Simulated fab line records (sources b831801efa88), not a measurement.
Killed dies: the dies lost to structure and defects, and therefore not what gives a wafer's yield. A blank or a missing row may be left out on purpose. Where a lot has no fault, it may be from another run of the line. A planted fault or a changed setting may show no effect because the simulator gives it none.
The tool behind it: which one? || flow sky130 || 36 wafers from 12 lots sampled at 5 of the route's 708 steps

== WHAT THE GAUGES READ, wafer by wafer ==
The record lacks any reading of a measuring or inspecting step that a usual standard deviation could be used to judge.

== TOOL THAT RAN EACH LOT (tool first, then ch and the chambers of the sampled wafers, then the start) ==
{"lot": "L282", "SKY_VIA1_HDPCVD_00": "hdpcvd-02 ch 0,1,2, day 33 00:49", "SKY_METAL4_METAL_ETCH_18": "rieMetal-02 ch 0,1, day 42 02:18", "SKY_METAL5_SPUTTER_03": "pvdSputter-02, day 43 03:43", "SKY_PASSIVATION_ETCH_11": "rieDiel-03 ch 2,3, day 45 01:35", "SKY_PAD_OPEN_PROBE_99": "prober-01, day 46 00:55"}
{"lot": "L283", "SKY_VIA1_HDPCVD_00": "hdpcvd-01 ch 1,2, day 33 00:52", "SKY_METAL4_METAL_ETCH_18": "rieMetal-01 ch 0,1, day 42 02:54", "SKY_METAL5_SPUTTER_03": "pvdSputter-01, day 43 04:44", "SKY_PASSIVATION_ETCH_11": "rieDiel-02 ch 1,2, day 45 03:33", "SKY_PAD_OPEN_PROBE_99": "prober-02, day 46 03:28"}
{"lot": "L284", "SKY_VIA1_HDPCVD_00": "hdpcvd-01 ch 0,1,2, day 33 09:14", "SKY_METAL4_METAL_ETCH_18": "rieMetal-04 ch 0,1, day 42 06:20", "SKY_METAL5_SPUTTER_03": "pvdSputter-04, day 43 08:20", "SKY_PASSIVATION_ETCH_11": "rieDiel-01 ch 1,2, day 45 06:38", "SKY_PAD_OPEN_PROBE_99": "prober-01, day 46 06:01"}
{"lot": "L286", "SKY_VIA1_HDPCVD_00": "hdpcvd-01 ch 0,1, day 33 23:50", "SKY_METAL4_METAL_ETCH_18": "rieMetal-04 ch 0,1, day 42 19:42", "SKY_METAL5_SPUTTER_03": "pvdSputter-02, day 43 22:28", "SKY_PASSIVATION_ETCH_11": "rieDiel-03 ch 0,1,2, day 45 18:59", "SKY_PAD_OPEN_PROBE_99": "prober-01, day 46 16:49"}
{"lot": "L290", "SKY_VIA1_HDPCVD_00": "hdpcvd-01 ch 0,1,2, day 35 13:29", "SKY_METAL4_METAL_ETCH_18": "rieMetal-04 ch 0,1, day 44 06:06", "SKY_METAL5_SPUTTER_03": "pvdSputter-01, day 45 07:16", "SKY_PASSIVATION_ETCH_11": "rieDiel-01 ch 0,1, day 47 00:59", "SKY_PAD_OPEN_PROBE_99": "prober-01, day 47 23:10"}
{"lot": "L292", "SKY_VIA1_HDPCVD_00": "hdpcvd-01 ch 0,1,2, day 36 04:43", "SKY_METAL4_METAL_ETCH_18": "rieMetal-02 ch 0,1, day 44 17:25", "SKY_METAL5_SPUTTER_03": "pvdSputter-02, day 45 16:56", "SKY_PASSIVATION_ETCH_11": "rieDiel-01 ch 0,1,3, day 47 10:30", "SKY_PAD_OPEN_PROBE_99": "prober-02, day 48 08:28"}
{"lot": "L291", "SKY_VIA1_HDPCVD_00": "hdpcvd-01 ch 0,1, day 36 05:32", "SKY_METAL4_METAL_ETCH_18": "rieMetal-02 ch 0,1, day 44 18:06", "SKY_METAL5_SPUTTER_03": "pvdSputter-04, day 45 17:43", "SKY_PASSIVATION_ETCH_11": "rieDiel-02 ch 1,2,3, day 47 10:56", "SKY_PAD_OPEN_PROBE_99": "prober-01, day 48 08:40"}
{"lot": "L295", "SKY_VIA1_HDPCVD_00": "hdpcvd-02 ch 0,2, day 38 03:51", "SKY_METAL4_METAL_ETCH_18": "rieMetal-04 ch 0, day 46 09:46", "SKY_METAL5_SPUTTER_03": "pvdSputter-01, day 47 08:17", "SKY_PASSIVATION_ETCH_11": "rieDiel-01 ch 0,3, day 49 00:23", "SKY_PAD_OPEN_PROBE_99": "prober-01, day 49 20:58"}
{"lot": "L300", "SKY_VIA1_HDPCVD_00": "hdpcvd-01 ch 0,1, day 38 19:32", "SKY_METAL4_METAL_ETCH_18": "rieMetal-02 ch 0,1, day 46 22:27", "SKY_METAL5_SPUTTER_03": "pvdSputter-01, day 47 20:53", "SKY_PASSIVATION_ETCH_11": "rieDiel-02 ch 0,1,3, day 49 11:20", "SKY_PAD_OPEN_PROBE_99": "prober-01, day 50 07:46"}
{"lot": "L302", "SKY_VIA1_HDPCVD_00": "hdpcvd-01 ch 0,1,2, day 39 04:05", "SKY_METAL4_METAL_ETCH_18": "rieMetal-04 ch 0,1, day 47 05:04", "SKY_METAL5_SPUTTER_03": "pvdSputter-04, day 48 02:53", "SKY_PASSIVATION_ETCH_11": "rieDiel-02 ch 1,2, day 49 17:23", "SKY_PAD_OPEN_PROBE_99": "prober-01, day 50 12:45"}
{"lot": "L304", "SKY_VIA1_HDPCVD_00": "hdpcvd-02 ch 1,2, day 39 19:20", "SKY_METAL4_METAL_ETCH_18": "rieMetal-04 ch 0,1, day 47 18:39", "SKY_METAL5_SPUTTER_03": "pvdSputter-04, day 48 15:44", "SKY_PASSIVATION_ETCH_11": "rieDiel-02 ch 0,1,2, day 50 05:06", "SKY_PAD_OPEN_PROBE_99": "prober-01, day 50 23:26"}
{"lot": "L305", "SKY_VIA1_HDPCVD_00": "hdpcvd-02 ch 0,1,2, day 40 01:47", "SKY_METAL4_METAL_ETCH_18": "rieMetal-01 ch 0,1, day 48 03:43", "SKY_METAL5_SPUTTER_03": "pvdSputter-04, day 49 01:29", "SKY_PASSIVATION_ETCH_11": "rieDiel-01 ch 0,1,3, day 50 13:53", "SKY_PAD_OPEN_PROBE_99": "prober-01, day 51 07:31"}
- SKY_VIA1_HDPCVD_00: deposits SiO2, target thk 1030 nm, time 171.7 s.
- SKY_METAL4_METAL_ETCH_18: etches the open film in Cl2/BCl3, stops on SiO2, target depth 845 nm, time 183.1 s.
- SKY_METAL5_SPUTTER_03: material Ti, target thk 5 nm, time 3.3 s.
- SKY_PASSIVATION_ETCH_11: etches the open film in CF4/O2, stops on AlCu, target depth 725 nm, time 161.1 s.
- SKY_PAD_OPEN_PROBE_99

== AS READ BY THE TOOLS THEMSELVES (means over the sampled wafers that have a number; for cases with no such wafer, the mark the record gives instead) ==
SKY_VIA1_HDPCVD_00. Usual: susceptorTempC at 399.99 C, with a standard deviation of 0.2.
{"lot": "L282", "tool": "hdpcvd-02", "susceptorTempC (C)": 400.05, "flag": ""}
{"lot": "L283", "tool": "hdpcvd-01", "susceptorTempC (C)": 400.15, "flag": ""}
{"lot": "L284", "tool": "hdpcvd-01", "susceptorTempC (C)": 400.15, "flag": ""}
{"lot": "L286", "tool": "hdpcvd-01", "susceptorTempC (C)": 400.11, "flag": ""}
{"lot": "L290", "tool": "hdpcvd-01", "susceptorTempC (C)": 400.09, "flag": ""}
{"lot": "L292", "tool": "hdpcvd-01", "susceptorTempC (C)": 399.81, "flag": ""}
{"lot": "L291", "tool": "hdpcvd-01", "susceptorTempC (C)": 399.87, "flag": ""}
{"lot": "L295", "tool": "hdpcvd-02", "susceptorTempC (C)": 399.91, "flag": ""}
{"lot": "L300", "tool": "hdpcvd-01", "susceptorTempC (C)": 400.13, "flag": ""}
{"lot": "L302", "tool": "hdpcvd-01", "susceptorTempC (C)": 399.85, "flag": ""}
{"lot": "L304", "tool": "hdpcvd-02", "susceptorTempC (C)": 400.03, "flag": ""}
{"lot": "L305", "tool": "hdpcvd-02", "susceptorTempC (C)": 399.96, "flag": ""}

SKY_METAL4_METAL_ETCH_18. Usual: bcl3FlowSccm 30.01 sccm, standard deviation 0.08; drypumpMotorCurrentA 5.8 A, standard deviation 0.33; oesProductAu 0.865 a.u., standard deviation 0.0053; throttleValvePct 22.264 %, standard deviation 0.0093.
{"lot": "L282", "tool": "rieMetal-02", "bcl3FlowSccm (sccm)": 30.00, "drypumpMotorCurrentA (A)": 6.0, "oesProductAu (a.u.)": 0.864, "throttleValvePct (%)": 22.257, "flag": ""}
{"lot": "L283", "tool": "rieMetal-01", "bcl3FlowSccm (sccm)": 29.98, "drypumpMotorCurrentA (A)": 5.4, "oesProductAu (a.u.)": 0.860, "throttleValvePct (%)": 22.268, "flag": ""}
{"lot": "L284", "tool": "rieMetal-04", "bcl3FlowSccm (sccm)": 30.03, "drypumpMotorCurrentA (A)": 5.7, "oesProductAu (a.u.)": 0.866, "throttleValvePct (%)": 22.256, "flag": ""}
{"lot": "L286", "tool": "rieMetal-04", "bcl3FlowSccm (sccm)": 29.92, "drypumpMotorCurrentA (A)": 5.9, "oesProductAu (a.u.)": 0.867, "throttleValvePct (%)": 22.256, "flag": ""}
{"lot": "L290", "tool": "rieMetal-04", "bcl3FlowSccm (sccm)": 30.13, "drypumpMotorCurrentA (A)": 5.9, "oesProductAu (a.u.)": 0.864, "throttleValvePct (%)": 22.269, "flag": ""}
{"lot": "L292", "tool": "rieMetal-02", "bcl3FlowSccm (sccm)": 29.97, "drypumpMotorCurrentA (A)": 6.0, "oesProductAu (a.u.)": 0.870, "throttleValvePct (%)": 22.260, "flag": ""}
{"lot": "L291", "tool": "rieMetal-02", "bcl3FlowSccm (sccm)": 29.97, "drypumpMotorCurrentA (A)": 6.0, "oesProductAu (a.u.)": 0.869, "throttleValvePct (%)": 22.263, "flag": ""}
{"lot": "L295", "tool": "rieMetal-04", "bcl3FlowSccm (sccm)": 29.99, "drypumpMotorCurrentA (A)": 6.1, "oesProductAu (a.u.)": 0.871, "throttleValvePct (%)": 22.267, "flag": ""}
{"lot": "L300", "tool": "rieMetal-02", "bcl3FlowSccm (sccm)": 29.98, "drypumpMotorCurrentA (A)": 5.9, "oesProductAu (a.u.)": 0.858, "throttleValvePct (%)": 22.270, "flag": ""}
{"lot": "L302", "tool": "rieMetal-04", "bcl3FlowSccm (sccm)": 30.03, "drypumpMotorCurrentA (A)": 5.7, "oesProductAu (a.u.)": 0.862, "throttleValvePct (%)": 22.264, "flag": ""}
{"lot": "L304", "tool": "rieMetal-04", "bcl3FlowSccm (sccm)": 30.04, "drypumpMotorCurrentA (A)": 5.9, "oesProductAu (a.u.)": 0.864, "throttleValvePct (%)": 22.256, "flag": ""}
{"lot": "L305", "tool": "rieMetal-01", "bcl3FlowSccm (sccm)": 30.00, "drypumpMotorCurrentA (A)": 5.4, "oesProductAu (a.u.)": 0.865, "throttleValvePct (%)": 22.259, "flag": ""}

SKY_METAL5_SPUTTER_03. Usual: throttleValvePct at 29.3 %, with a standard deviation of 1.1.
{"lot": "L282", "tool": "pvdSputter-02", "throttleValvePct (%)": 30.3, "flag": ""}
{"lot": "L283", "tool": "pvdSputter-01", "throttleValvePct (%)": 29.5, "flag": ""}
{"lot": "L284", "tool": "pvdSputter-04", "throttleValvePct (%)": 28.1, "flag": ""}
{"lot": "L286", "tool": "pvdSputter-02", "throttleValvePct (%)": 29.4, "flag": ""}
{"lot": "L290", "tool": "pvdSputter-01", "throttleValvePct (%)": 29.3, "flag": ""}
{"lot": "L292", "tool": "pvdSputter-02", "throttleValvePct (%)": 30.1, "flag": ""}
{"lot": "L291", "tool": "pvdSputter-04", "throttleValvePct (%)": 28.6, "flag": ""}
{"lot": "L295", "tool": "pvdSputter-01", "throttleValvePct (%)": 28.5, "flag": ""}
{"lot": "L300", "tool": "pvdSputter-01", "throttleValvePct (%)": 29.8, "flag": ""}
{"lot": "L302", "tool": "pvdSputter-04", "throttleValvePct (%)": 29.0, "flag": ""}
{"lot": "L304", "tool": "pvdSputter-04", "throttleValvePct (%)": 29.2, "flag": ""}
{"lot": "L305", "tool": "pvdSputter-04", "throttleValvePct (%)": 29.4, "flag": ""}

SKY_PASSIVATION_ETCH_11. Usual: drypumpMotorCurrentA 5.7 A, standard deviation 0.4; oesProductAu 0.978 a.u., standard deviation 0.0078; throttleValvePct 5.964 %, standard deviation 0.0082.
{"lot": "L282", "tool": "rieDiel-03", "drypumpMotorCurrentA (A)": 5.5, "oesProductAu (a.u.)": 0.982, "throttleValvePct (%)": 5.961, "flag": ""}
{"lot": "L283", "tool": "rieDiel-02", "drypumpMotorCurrentA (A)": 5.6, "oesProductAu (a.u.)": 0.980, "throttleValvePct (%)": 5.966, "flag": ""}
{"lot": "L284", "tool": "rieDiel-01", "drypumpMotorCurrentA (A)": 5.5, "oesProductAu (a.u.)": 0.972, "throttleValvePct (%)": 5.957, "flag": ""}
{"lot": "L286", "tool": "rieDiel-03", "drypumpMotorCurrentA (A)": 5.7, "oesProductAu (a.u.)": 0.973, "throttleValvePct (%)": 5.962, "flag": ""}
{"lot": "L290", "tool": "rieDiel-01", "drypumpMotorCurrentA (A)": 5.9, "oesProductAu (a.u.)": 0.983, "throttleValvePct (%)": 5.966, "flag": ""}
{"lot": "L292", "tool": "rieDiel-01", "drypumpMotorCurrentA (A)": 5.6, "oesProductAu (a.u.)": 0.975, "throttleValvePct (%)": 5.964, "flag": ""}
{"lot": "L291", "tool": "rieDiel-02", "drypumpMotorCurrentA (A)": 5.6, "oesProductAu (a.u.)": 0.973, "throttleValvePct (%)": 5.970, "flag": ""}
{"lot": "L295", "tool": "rieDiel-01", "drypumpMotorCurrentA (A)": 5.9, "oesProductAu (a.u.)": 0.988, "throttleValvePct (%)": 5.977, "flag": ""}
{"lot": "L300", "tool": "rieDiel-02", "drypumpMotorCurrentA (A)": 5.8, "oesProductAu (a.u.)": 0.978, "throttleValvePct (%)": 5.967, "flag": ""}
{"lot": "L302", "tool": "rieDiel-02", "drypumpMotorCurrentA (A)": 5.9, "oesProductAu (a.u.)": 0.984, "throttleValvePct (%)": 5.962, "flag": ""}
{"lot": "L304", "tool": "rieDiel-02", "drypumpMotorCurrentA (A)": 5.8, "oesProductAu (a.u.)": 0.975, "throttleValvePct (%)": 5.968, "flag": ""}
{"lot": "L305", "tool": "rieDiel-01", "drypumpMotorCurrentA (A)": 5.6, "oesProductAu (a.u.)": 0.984, "throttleValvePct (%)": 5.967, "flag": ""}

SKY_PAD_OPEN_PROBE_99. Usual: defectLimitedYield 82.9 %, standard deviation 1.7; killed_at_M0_to_M3 42, standard deviation 6.7; killed_at_M4_up 3.4, standard deviation 2; killedAtContacts 24, standard deviation 5.1; killedAtFrontEnd 14, standard deviation 4.2; killedAtOther 0.2, standard deviation 0.49; killedDies 84, standard deviation 8.4; killedOpen 46, standard deviation 7; killedShort 39, standard deviation 5.8; sort_bin_3_pad_short 0.8 %, standard deviation 0.42; sort_bin_5_function 10.2 %, standard deviation 1.3; sort_bin_6_memory 6.1 %, standard deviation 1; sortNPass 408, standard deviation 8.4; sortYieldPct 82.9 %, standard deviation 1.7.
{"lot": "L282", "tool": "prober-01", "defectLimitedYield (%)": 81.7, "killed_at_M0_to_M3": 47, "killed_at_M4_up": 2.3, "killedAtContacts": 23, "killedAtFrontEnd": 17, "killedAtOther": 0.7, "killedDies": 90, "killedOpen": 50, "killedShort": 40, "sort_bin_3_pad_short (%)": 0.8, "sort_bin_5_function (%)": 10.4, "sort_bin_6_memory (%)": 7.1, "sortNPass": 402, "sortYieldPct (%)": 81.7, "flag": ""}
{"lot": "L283", "tool": "prober-02", "defectLimitedYield (%)": 82.0, "killed_at_M0_to_M3": 44, "killed_at_M4_up": 2.0, "killedAtContacts": 29, "killedAtFrontEnd": 14, "killedAtOther": 0.0, "killedDies": 89, "killedOpen": 44, "killedShort": 45, "sort_bin_3_pad_short (%)": 1.3, "sort_bin_5_function (%)": 11.3, "sort_bin_6_memory (%)": 5.5, "sortNPass": 403, "sortYieldPct (%)": 82.0, "flag": ""}
{"lot": "L284", "tool": "prober-01", "defectLimitedYield (%)": 82.0, "killed_at_M0_to_M3": 48, "killed_at_M4_up": 1.0, "killedAtContacts": 24, "killedAtFrontEnd": 15, "killedAtOther": 0.3, "killedDies": 88, "killedOpen": 40, "killedShort": 49, "sort_bin_3_pad_short (%)": 1.1, "sort_bin_5_function (%)": 10.9, "sort_bin_6_memory (%)": 6.0, "sortNPass": 404, "sortYieldPct (%)": 82.0, "flag": ""}
{"lot": "L286", "tool": "prober-01", "defectLimitedYield (%)": 82.8, "killed_at_M0_to_M3": 42, "killed_at_M4_up": 3.0, "killedAtContacts": 25, "killedAtFrontEnd": 15, "killedAtOther": 0.0, "killedDies": 84, "killedOpen": 47, "killedShort": 38, "sort_bin_3_pad_short (%)": 0.9, "sort_bin_5_function (%)": 9.0, "sort_bin_6_memory (%)": 7.2, "sortNPass": 408, "sortYieldPct (%)": 82.8, "flag": ""}
{"lot": "L290", "tool": "prober-01", "defectLimitedYield (%)": 77.6, "killed_at_M0_to_M3": 75, "killed_at_M4_up": 2.0, "killedAtContacts": 22, "killedAtFrontEnd": 11, "killedAtOther": 0.0, "killedDies": 110, "killedOpen": 41, "killedShort": 34, "sort_bin_3_pad_short (%)": 2.1, "sort_bin_5_function (%)": 13.7, "sort_bin_6_memory (%)": 6.6, "sortNPass": 382, "sortYieldPct (%)": 77.6, "flag": "OFF"}
{"lot": "L292", "tool": "prober-02", "defectLimitedYield (%)": 75.5, "killed_at_M0_to_M3": 81, "killed_at_M4_up": 3.7, "killedAtContacts": 23, "killedAtFrontEnd": 12, "killedAtOther": 0.0, "killedDies": 120, "killedOpen": 42, "killedShort": 42, "sort_bin_3_pad_short (%)": 2.1, "sort_bin_5_function (%)": 15.2, "sort_bin_6_memory (%)": 7.1, "sortNPass": 372, "sortYieldPct (%)": 75.5, "flag": "OFF"}
{"lot": "L291", "tool": "prober-01", "defectLimitedYield (%)": 75.1, "killed_at_M0_to_M3": 84, "killed_at_M4_up": 4.7, "killedAtContacts": 22, "killedAtFrontEnd": 12, "killedAtOther": 0.0, "killedDies": 122, "killedOpen": 44, "killedShort": 37, "sort_bin_3_pad_short (%)": 1.8, "sort_bin_5_function (%)": 15.5, "sort_bin_6_memory (%)": 7.5, "sortNPass": 370, "sortYieldPct (%)": 75.1, "flag": "OFF"}
{"lot": "L295", "tool": "prober-01", "defectLimitedYield (%)": 83.0, "killed_at_M0_to_M3": 42, "killed_at_M4_up": 1.7, "killedAtContacts": 21, "killedAtFrontEnd": 18, "killedAtOther": 0.0, "killedDies": 83, "killedOpen": 46, "killedShort": 37, "sort_bin_3_pad_short (%)": 0.8, "sort_bin_5_function (%)": 9.8, "sort_bin_6_memory (%)": 6.4, "sortNPass": 409, "sortYieldPct (%)": 83.0, "flag": ""}
{"lot": "L300", "tool": "prober-01", "defectLimitedYield (%)": 82.3, "killed_at_M0_to_M3": 46, "killed_at_M4_up": 3.7, "killedAtContacts": 26, "killedAtFrontEnd": 12, "killedAtOther": 0.0, "killedDies": 87, "killedOpen": 44, "killedShort": 43, "sort_bin_3_pad_short (%)": 0.9, "sort_bin_5_function (%)": 10.2, "sort_bin_6_memory (%)": 6.5, "sortNPass": 405, "sortYieldPct (%)": 82.3, "flag": ""}
{"lot": "L302", "tool": "prober-01", "defectLimitedYield (%)": 84.5, "killed_at_M0_to_M3": 32, "killed_at_M4_up": 3.0, "killedAtContacts": 26, "killedAtFrontEnd": 14, "killedAtOther": 0.0, "killedDies": 76, "killedOpen": 38, "killedShort": 38, "sort_bin_3_pad_short (%)": 0.7, "sort_bin_5_function (%)": 9.2, "sort_bin_6_memory (%)": 5.5, "sortNPass": 416, "sortYieldPct (%)": 84.5, "flag": ""}
{"lot": "L304", "tool": "prober-01", "defectLimitedYield (%)": 80.8, "killed_at_M0_to_M3": 50, "killed_at_M4_up": 5.0, "killedAtContacts": 22, "killedAtFrontEnd": 17, "killedAtOther": 0.3, "killedDies": 95, "killedOpen": 52, "killedShort": 43, "sort_bin_3_pad_short (%)": 0.7, "sort_bin_5_function (%)": 11.3, "sort_bin_6_memory (%)": 7.2, "sortNPass": 397, "sortYieldPct (%)": 80.8, "flag": ""}
{"lot": "L305", "tool": "prober-01", "defectLimitedYield (%)": 82.4, "killed_at_M0_to_M3": 40, "killed_at_M4_up": 4.3, "killedAtContacts": 25, "killedAtFrontEnd": 17, "killedAtOther": 0.0, "killedDies": 87, "killedOpen": 52, "killedShort": 35, "sort_bin_3_pad_short (%)": 0.4, "sort_bin_5_function (%)": 11.0, "sort_bin_6_memory (%)": 6.2, "sortNPass": 405, "sortYieldPct (%)": 82.4, "flag": ""}

== THE ANSWER, worked out from the rows above alone ==
Rule: a lot counts as off when the mean over its wafers that have a number is more than 3 standard deviations away from the usual mean. Also off: a lot with no number at a reading for which 4 or more lots have one. All remaining lots with rows at the step are treated as sound. First the gauges in route order, then the tools' own readings, where a lot's mean is used as printed above. At the first step where some lot is off, the reading lying furthest off is the one used; lots without a number count as furthest.
Off, at SKY_PAD_OPEN_PROBE_99 on killed_at_M0_to_M3: L290, L292, L291.
A tool fits if, at that step or a process step before it, it ran every lot that is off, and no sound lot after the first of them. Not one of the candidates tried fits.

== WHAT THE SIMULATOR HAD PUT IN ==
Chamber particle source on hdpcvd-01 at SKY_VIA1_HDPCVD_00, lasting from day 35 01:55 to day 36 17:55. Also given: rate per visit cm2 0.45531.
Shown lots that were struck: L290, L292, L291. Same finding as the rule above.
